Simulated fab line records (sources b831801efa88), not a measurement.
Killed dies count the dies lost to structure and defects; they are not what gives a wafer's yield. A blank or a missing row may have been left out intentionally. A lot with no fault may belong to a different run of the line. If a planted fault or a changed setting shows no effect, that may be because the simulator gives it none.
Which tool is to blame? / flow gf180mcu / 6 lots with 18 wafers sampled at 4 steps, on a route of 602 steps

WHAT EACH GAUGE READ, for each wafer
GF_PASSIVATION_THK_MEAS_01.
lot=L206; measured=day 28 18:38; on=film-metro-01; PASSIVATION_CVD_00_THK (nm)=999 978 1012
lot=L208; measured=day 29 14:16; on=film-metro-03; PASSIVATION_CVD_00_THK (nm)=987 1013 1015
lot=L211; measured=day 30 10:49; on=film-metro-01; PASSIVATION_CVD_00_THK (nm)=1009 995 1013
lot=L219; measured=day 32 21:53; on=film-metro-03; PASSIVATION_CVD_00_THK (nm)=1008 1014 1006
lot=L223; measured=day 33 19:07; on=film-metro-01; PASSIVATION_CVD_00_THK (nm)=987 989 1000
lot=L226; measured=day 34 05:59; on=film-metro-03; PASSIVATION_CVD_00_THK (nm)=1018 1021 1034

WHAT TOOL EACH LOT RAN ON (gives the tool, then ch and the chambers of the sampled wafers, and finally the start)
lot=L206; GF_V4_SPUTTER_22=pvd-sputter-04, day 25 02:47; GF_TOP_METAL_SPUTTER_02=pvd-sputter-02, day 27 21:47; GF_TOP_METAL_STRIP_17=plasma-asher-04 ch 0,1, day 28 18:01
lot=L208; GF_V4_SPUTTER_22=pvd-sputter-04, day 26 00:32; GF_TOP_METAL_SPUTTER_02=pvd-sputter-03, day 28 18:12; GF_TOP_METAL_STRIP_17=plasma-asher-01 ch 0,1, day 29 13:15
lot=L211; GF_V4_SPUTTER_22=pvd-sputter-04, day 26 21:02; GF_TOP_METAL_SPUTTER_02=pvd-sputter-04, day 29 15:19; GF_TOP_METAL_STRIP_17=plasma-asher-01 ch 0,1, day 30 10:02
lot=L219; GF_V4_SPUTTER_22=pvd-sputter-04, day 29 18:25; GF_TOP_METAL_SPUTTER_02=pvd-sputter-03, day 32 03:53; GF_TOP_METAL_STRIP_17=plasma-asher-01 ch 0,1, day 32 21:16
lot=L223; GF_V4_SPUTTER_22=pvd-sputter-03, day 30 19:20; GF_TOP_METAL_SPUTTER_02=pvd-sputter-04, day 33 02:08; GF_TOP_METAL_STRIP_17=plasma-asher-04 ch 0,1, day 33 18:29
lot=L226; GF_V4_SPUTTER_22=pvd-sputter-01, day 31 07:43; GF_TOP_METAL_SPUTTER_02=pvd-sputter-03, day 33 13:08; GF_TOP_METAL_STRIP_17=plasma-asher-04 ch 0,1, day 34 05:24
- GF_V4_SPUTTER_22: material TiN, target thk 10 nm, time 40 s.
- GF_TOP_METAL_SPUTTER_02: material AlCu, target thk 900 nm, time 47.82 s.
- GF_TOP_METAL_STRIP_17: strips in O2/N2.

THE ANSWER, worked out from the rows above alone
Rule: usual is defined by the lots themselves. Put in order of their means at a reading, lots are off if they are a third of the lots or fewer, leave a main group of 4 or more, and stand apart from it by a gap of 3 or more times the standard deviation of the main group's means; of several such gaps the widest counts. A main group whose means are all the same, to the digits that the tables above print for the reading, isn't used. Also off: a lot with no number at a reading for which 4 or more lots have one. Where the step has rows for the other lots, those lots are counted as sound.
No lot is off on any of the readings shown, so nothing can be concluded from this.

WHAT THE SIMULATOR HAD INSERTED
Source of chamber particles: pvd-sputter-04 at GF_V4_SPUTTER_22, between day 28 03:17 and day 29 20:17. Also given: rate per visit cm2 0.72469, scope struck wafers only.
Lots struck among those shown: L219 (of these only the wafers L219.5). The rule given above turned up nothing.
